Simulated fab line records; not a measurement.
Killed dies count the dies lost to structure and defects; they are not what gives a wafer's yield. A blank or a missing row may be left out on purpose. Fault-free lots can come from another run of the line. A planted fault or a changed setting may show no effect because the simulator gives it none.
Split-lot study | flow gf180mcu | route with 602 steps; 5 lots, 27 wafers read

SPLIT DETAILS
At GF_STI_ETCH_13 (etches the open film in CHF3/O2, stops on Si, target depth 282.31 nm, time 112.9 s), the setting timeS was moved away from the recipe's 112.9 s on 6 of the 27 wafers read, by -19.3% to +16.1%. For the rest of the wafers, this setting stayed at what the recipe calls for.

Reading taken at the split's own step.

THE READING
KrF_of_STI_COAT_07.thkNm (the simulator's own value, which no gauge read), in nm, at GF_STI_ETCH_13 (etches the open film in CHF3/O2, stops on Si, target depth 282.31 nm, time 112.9 s). The file does not state a usual value for it. Across the 21 wafers here that went through the recipe, the average is 439.3 nm and the standard deviation 3.5 nm.

wafer  | tool, chamber at the split | timeS as run, s | against the recipe | KrF_of_STI_COAT_07.thkNm, nm | against lot-mates on the recipe
L074.4 | rieDiel-01, 2              | 112.9           | recipe             | 442.6                        | -
L074.5 | rieDiel-01, 1              | 112.9           | recipe             | 443.2                        | -
L074.6 | rieDiel-01, 0              | 112.9           | recipe             | 435.6                        | -
L076.1 | rieDiel-01, 2              | 112.9           | recipe             | 443.1                        | -
L076.2 | rieDiel-01, 1              | 112.9           | recipe             | 440.4                        | -
L076.3 | rieDiel-01, 3              | 112.9           | recipe             | 437.6                        | -
L076.4 | rieDiel-01, 0              | 112.9           | recipe             | 433.2                        | -
L076.5 | rieDiel-01, 1              | 112.9           | recipe             | 438.5                        | -
L076.6 | rieDiel-01, 2              | 112.9           | recipe             | 442.3                        | -
L078.1 | rieDiel-03, 3              | 112.9           | recipe             | 434.3                        | -
L078.2 | rieDiel-03, 1              | 112.9           | recipe             | 438.7                        | -
L078.3 | rieDiel-03, 0              | 112.9           | recipe             | 442.2                        | -
L078.4 | rieDiel-03, 2              | 112.9           | recipe             | 433.5                        | -
L078.5 | rieDiel-03, 3              | 112.9           | recipe             | 433.6                        | -
L078.6 | rieDiel-03, 0              | 112.9           | recipe             | 440.7                        | -
L079.1 | rieDiel-03, 0              | 112.9           | recipe             | 444.9                        | -
L079.2 | rieDiel-03, 1              | 112.9           | recipe             | 441.7                        | -
L079.3 | rieDiel-03, 3              | 112.9           | recipe             | 438.7                        | -
L079.4 | rieDiel-03, 2              | 91.13           | -19.3%             | 488.8                        | +47.0
L079.5 | rieDiel-03, 2              | 91.13           | -19.3%             | 485.4                        | +43.6
L079.6 | rieDiel-03, 3              | 91.13           | -19.3%             | 484.9                        | +43.1
L085.1 | rieDiel-01, 2              | 112.9           | recipe             | 441.1                        | -
L085.2 | rieDiel-01, 1              | 131.1           | +16.1%             | 402.9                        | -37.1
L085.3 | rieDiel-01, 3              | 131.1           | +16.1%             | 393.6                        | -46.4
L085.4 | rieDiel-01, 3              | 112.9           | recipe             | 436.7                        | -
L085.5 | rieDiel-01, 1              | 112.9           | recipe             | 442.2                        | -
L085.6 | rieDiel-01, 2              | 131.1           | +16.1%             | 398.6                        | -41.4

THE FIT
A straight line over all 27 wafers: KrF_of_STI_COAT_07.thkNm changes by -2.48 nm for each +1% of timeS; r = -0.99; the points scatter about the line by 3.6 nm.
The same after taking each lot's own level away (the mean of its wafers on the recipe; 27 wafers): -2.43 nm for each +1%; r = -0.99; scatter 3.4 nm.
The reading moves by 47 nm for the largest change in timeS, on that fit.
From 437.17 to 441.77 nm: that is the span of the lots' own levels, equal to 1.3 times the standard deviation above.
The two slopes are in agreement: the lot-to-lot level therefore moves the slope only a little.
Check: with one of the wafers moved furthest among these (-19.3%) left out of the fit, the line predicts +46 nm for it against its lot-mates. It came out at +47 nm against them.
Tool readings at the split's step, against how far the setting was moved: oesProductAu r = -0.26.

ADDITIONAL SPLITS CARRIED BY THESE WAFERS
Note: prior to the reading, these wafers also went through further splits. Each is held against what the fit with the lots' levels taken away leaves over:
other split on the same wafers | wafers away from the commonest value | r with KrF_of_STI_COAT_07.thkNm (lot level and that fit taken away)
GF_STI_CVD_03 timeS            | 12                                   | -0.14

THE WHOLE CHAIN: every reading that the file lists as answering this split, in the file's order
step            | what it does                                                                       | reading                                                                   | change (the file's fit)                                                              | r (the file's)
GF_STI_ETCH_13  | etches the open film in CHF3/O2, stops on Si, target depth 282.31 nm, time 112.9 s | oesProductAu                                                              | not straight: 0.934 at the lowest setting, 0.723 at the recipe, 0.826 at the highest | not given
GF_STI_ETCH_13  | etches the open film in CHF3/O2, stops on Si, target depth 282.31 nm, time 112.9 s | KrF_of_STI_COAT_07.thkNm (the simulator's own value, which no gauge read) | -2.42 nm for each +1% of the setting                                                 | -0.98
GF_STI_STRIP_15 | strips in O2/N2                                                                    | stripTimeToEndpointS                                                      | withheld for each +1% of the setting                                                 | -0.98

FILE'S OWN FIT
KrF_of_STI_COAT_07.thkNm changes by -2.42 nm for each +1% of timeS, r = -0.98.
